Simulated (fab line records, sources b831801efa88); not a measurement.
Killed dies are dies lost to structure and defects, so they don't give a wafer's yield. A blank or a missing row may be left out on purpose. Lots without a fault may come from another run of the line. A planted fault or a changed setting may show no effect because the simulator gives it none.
One fault seen from 2 desks | flow gf180mcu | each desk has only its own numbers; what lay behind them comes last

THE METROLOGY DESK
What the gauges read, lot by lot, whatever tool the lot ran on: means of the sampled wafers that have a number. A lot is out of limits, marked OUT, if its mean lies more than 4 standard deviations from the usual mean; the brackets give that distance.
Columns: A = cd_nm at GF_M1_CD_MEAS_14, usual 230.0 nm; B = V1_BOW at GF_V1_BOW_MEAS_05, usual 81 um
lot  | first seen here | A     | B
L167 | day 18 00:36    | 230.2 | 87
L170 | day 18 19:11    | 230.2 | 86
L172 | day 19 05:20    | 232.3 | 82
L173 | day 19 22:08    | 229.3 | 75
L174 | day 20 03:32    | 230.0 | 74
L175 | day 20 11:37    | 229.6 | 87
L177 | day 21 06:11    | 230.9 | 80
L184 | day 23 18:54    | 228.9 | 84
L185 | day 24 06:13    | 229.2 | 85
L186 | day 24 09:52    | 229.7 | 73
L187 | day 24 12:01    | 231.7 | 84
L188 | day 24 15:59    | 229.8 | 78
L189 | day 25 05:23    | 231.4 | 80
This desk's finding: nothing out of limits on any of the 13 lots.

THE TOOL OWNER'S DESK: rie_diel-03
The tool's own readings at GF_V1_ETCH_17 (etches SiO2 in C4F8/O2/Ar, stops on TiN, target depth 630 nm): means of the sampled wafers that have a number, for each lot that ran on this tool. A lot is out of limits, marked OUT, if its mean lies more than 4 standard deviations from the usual mean; the brackets give that distance.
Columns: A = bias_w at GF_V1_ETCH_17, usual 1200 W; B = oes_product_au at GF_V1_ETCH_17, usual 0.856 a.u.
lot  | first seen here | A               | B
L170 | day 19 21:00    | 1200            | 0.856
L173 | day 20 23:00    | 1198            | 0.853
L174 | day 21 05:00    | 1197            | 0.857
L175 | day 21 13:00    | 1228 (+7.7) OUT | 0.860
L177 | day 22 07:00    | 1225 (+6.9) OUT | 0.859
This desk's finding: out of limits on L175, L177; first on L175, day 21 13:00 (bias_w at GF_V1_ETCH_17). In limits: L170, L173, L174.

PUT TOGETHER
The tool owner's desk could have raised an alarm at day 21 13:00, on L175, L177.
The metrology desk saw nothing out of limits.
The metrology desk has L175, L177 on record, within its limits.
Of the lots named, all ran GF_V1_ETCH_17 on rie_diel-03.

WHAT THE SIMULATOR HAD PUT IN
Process parameter drift: rie_diel-03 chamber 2, from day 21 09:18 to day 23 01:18, at GF_V1_ETCH_17. Setting bias_w, moved by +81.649, from 1200. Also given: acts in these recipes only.
Lots struck among those shown: L175, L177.
Hours from the fault's start to each desk's first reading out of limits: the tool owner's desk, 4.
